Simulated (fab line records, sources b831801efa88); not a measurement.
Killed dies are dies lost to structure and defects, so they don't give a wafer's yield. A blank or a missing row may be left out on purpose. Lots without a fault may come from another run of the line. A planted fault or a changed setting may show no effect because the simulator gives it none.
Problem report in the 8D (eight disciplines) form, filled by code | flow sky130 | the parts of the form that need people (team, actions taken, sign-off) are left out

1. THE PROBLEM
killed_at_M4_up at SKY_PAD_OPEN_PROBE_99 reads a mean of 404.9 on 9 wafers of 3 lots; wafers without a fault read 3.0 with a standard deviation of 1.9. That is +99 or more standard deviations from the usual mean.
First seen on wafer L163.1, day 48 09:28, on prober-02. The record holds 21 wafers of 7 lots with a number at this step. Rule for "out", or "out of limits": more than 4 standard deviations from the usual mean. The other wafers with a number count as sound.

2. WHAT IT IS AND WHAT IT IS NOT
question                    | is                                                                                                                   | is not
which readings at this step | killed_at_M4_up, defect_limited_yield, killed_dies, killed_on_rim, sort_bin_3_pad_short, sort_n_pass, sort_yield_pct | killed_at_contacts, killed_short
which lots                  | L163, L164, L165                                                                                                     | L151, L152, L167, L169
which wafers of those lots  | all that have a number                                                                                               | -
read on which tools         | prober-01, prober-02                                                                                                 | -
when                        | from day 48 09:28                                                                                                    | up to then (6 sound wafers); but 6 sound wafers of L167, L169 came after

3. SUSPECTS, AND WHAT RULES EACH OUT
Counting: a tool at a process step up to the reading stays a suspect if it ran every lot that is out and no sound lot after the first of them.
- cmp-01 at SKY_VIA4_CMP_21 (polishes, stops on SiO2, t overpolish 25 s, target thk 0 nm): ruled out as a lasting fault. Sound lots L167 ran on it after its first lot that is out, L163 (day 45 18:11).
Left after counting: nothing in the record.

4. THE CAUSE (what the simulator had put in)
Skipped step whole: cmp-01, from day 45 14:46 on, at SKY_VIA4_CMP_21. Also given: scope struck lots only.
Counting ruled it out, wrongly: the rule takes a fault to strike every lot that its tool runs from its start on, and this one did not.

5. THE CHAIN OF EFFECTS, in route order
Each row: a reading whose mean over the struck wafers that have a number lies more than 3 standard deviations from the usual. Only readings for which the record gives a usual standard deviation are gone through. hours: the time from each lot's start at the first step in this table that gives one to its start at this step, as a median over the lots. sigmas: the change in usual standard deviations.
hours | step                  | reading              | usual  | on struck wafers | change | sigmas
0     | SKY_PAD_OPEN_PROBE_99 | defect_limited_yield | 82.6 % | 0.0              | -82.6  | -41
0     | SKY_PAD_OPEN_PROBE_99 | killed_at_M4_up      | 3.0    | 404.9            | +401.9 | +99 or more
0     | SKY_PAD_OPEN_PROBE_99 | killed_dies          | 85     | 492              | +407   | +42
0     | SKY_PAD_OPEN_PROBE_99 | killed_on_rim        | 17     | 96               | +79    | +18
0     | SKY_PAD_OPEN_PROBE_99 | sort_bin_3_pad_short | 0.9 %  | 82.7             | +81.8  | +99 or more
0     | SKY_PAD_OPEN_PROBE_99 | sort_n_pass          | 407    | 0                | -407   | -42
0     | SKY_PAD_OPEN_PROBE_99 | sort_yield_pct       | 82.6 % | 0.0              | -82.6  | -41
The process steps in it:
- SKY_PAD_OPEN_PROBE_99
Readings that are blank on the struck wafers while sound wafers have them: edge_zone_pressure_frac at SKY_VIA4_CMP_21; head_pressure_psi at SKY_VIA4_CMP_21; motor_current_A at SKY_VIA4_CMP_21; overpolish_run_s at SKY_VIA4_CMP_21; time_to_endpoint_s at SKY_VIA4_CMP_21.

6. WHAT WOULD HAVE CAUGHT IT SOONER
In this record the first reading out of limits was taken at day 48 09:28, 67 hours after the fault began at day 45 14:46.
At SKY_VIA4_CMP_21 the tool's readings are blank on the struck wafers, where sound wafers have them: an empty tool record is the first sign, and it was there at once.
